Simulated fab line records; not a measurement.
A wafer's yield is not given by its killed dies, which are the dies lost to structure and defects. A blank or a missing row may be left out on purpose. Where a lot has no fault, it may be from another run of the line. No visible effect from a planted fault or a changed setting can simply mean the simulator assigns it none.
Problem report, 8D (eight disciplines) form, completed by code :: flow gf180mcu :: the parts of the form that need people (team, actions taken, sign-off) are left out

1. THE ISSUE
At GF_CONTACT_EXPOSE_11, exposure-dose-mJ-cm2 averages 37.20 over 6 wafers from 2 lots, while fault-free wafers read 37.96, standard deviation 0.041. That puts it -18 standard deviations away from the usual mean.
The step: exposes mask Contact, target cd 220 nm.
First observed at day 20 10:17: wafer L215.1, on krf-scanner-02. Wafers with a number at this step in the record: 39, from 13 lots. Rule for "out" (also "out of limits"): further than 4 standard deviations from the usual mean. All remaining wafers that have a number are taken as sound.

2. WHAT IT IS, WHAT IT ISN'T
question: which readings at this step
is: exposure-dose-mJ-cm2
is not: -

question: which lots
is: L215, L217
is not: L202, L203, L204, L205, L206, L207, L209, L213, L222, L223, L225

question: which wafers of those lots
is: all that have a number
is not: -

question: read on which tools
is: krf-scanner-02
is not: krf-scanner-01

question: when
is: from day 20 10:17
is not: up to then (24 sound wafers); but 9 sound wafers of L222, L223, L225 came after

3. SUSPECTS, AND WHAT RULES EACH OUT
Counting: a tool stays on the suspect list if, at a process step up to the reading, it processed all lots that are out and no sound lot following the first of them.
- krf-scanner-02 at GF_CONTACT_EXPOSE_11 (exposes mask Contact, target cd 220 nm): kept. It ran every lot that is out, first L215 (day 20 10:17), and no sound lot after that; its last sound lot up to then is L213 (day 19 16:31). On those wafers its own readings are out: exposure-dose-mJ-cm2.
Remaining after the count: krf-scanner-02 at GF_CONTACT_EXPOSE_11.

4. THE CAUSE (what the simulator had put in)
Process parameter drift: krf-scanner-02, from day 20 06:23 on, at GF_CONTACT_EXPOSE_11. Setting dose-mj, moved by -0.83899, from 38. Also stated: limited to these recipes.
Counting left only this tool.

5. THE EFFECT CHAIN, in route order
Each row: a reading where the mean over the struck wafers with a number is more than 3 standard deviations away from the usual. Only readings whose record carries a usual standard deviation are examined. hours: median over the lots of the time between each lot's start at the first step of this table that gives one and its start at this step. sigmas: the change, counted in usual standard deviations.
hours: 0
step: GF_CONTACT_EXPOSE_11
reading: exposure-dose-mJ-cm2
usual: 37.96
on struck wafers: 37.20
change: -0.76
sigmas: -18
Process steps it contains:
- GF_CONTACT_EXPOSE_11: exposes mask Contact, target cd 220 nm.
Later steps that measure or inspect, where all struck wafers having a row at the step show a number for every such reading and not one has moved that far: GF_M2_OVL_MEAS_15.

6. WHAT WOULD HAVE CAUGHT IT SOONER
The fault began at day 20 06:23; the first out-of-limits reading in this record came at day 20 10:17, 4 hours later.
